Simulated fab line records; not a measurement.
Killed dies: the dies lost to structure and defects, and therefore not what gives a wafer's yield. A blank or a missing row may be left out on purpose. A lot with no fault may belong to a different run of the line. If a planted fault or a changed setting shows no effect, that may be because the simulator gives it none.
Chamber matching ; flow sky130 ; 3 sister chambers for SKY_PASSIVATION_CVD_02 on pecvd-02
The step deposits Si3N4, target thk 540 nm. 3 wafers are shown with their chamber, then 10 later ones without.

## WAFERS PAIRED WITH THEIR CHAMBERS
wafer;chamber;heater power w (W)
L087.5;2;725
L088.2;0;663
L088.4;1;650

## WAFERS WITHOUT THEIR CHAMBER
wafer;heater power w (W)
L088.5;678
L092.1;698
L092.4;571
L092.5;736
L094.2;719
L094.3;707
L094.6;667
L096.2;690
L096.3;697
L096.5;711

## WHICH CHAMBER EACH ONE RAN IN
wafer;from the rows above;in truth
L088.5;can't be placed: 0 or 1 or 2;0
L092.1;can't be placed: 2 or 0 or 1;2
L092.4;can't be placed: 1 or 0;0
L092.5;2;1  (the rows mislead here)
L094.2;can't be placed: 2 or 0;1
L094.3;can't be placed: 2 or 0 or 1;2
L094.6;can't be placed: 0 or 1 or 2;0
L096.2;can't be placed: 0 or 2 or 1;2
L096.3;can't be placed: 2 or 0 or 1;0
L096.5;can't be placed: 2 or 0 or 1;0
0 of 10 placed correctly. These rows do not allow placing 9 (true chamber among the candidates in 8). Wrongly placed: 1.
How it was worked out, from the rows above alone: a wafer's distance from a chamber is the root of the sum, over the readings, of the square of ((its reading less the chamber's mean) divided by the reading's scatter). The wafer belongs to the nearest chamber; if the next one is less than 2 further off, it can't be placed. For every chamber, the mean is computed from those of its wafers that are shown. The scatter: root of mean squared gap, hidden wafer to nearest shown wafer, with one shown wafer a chamber.
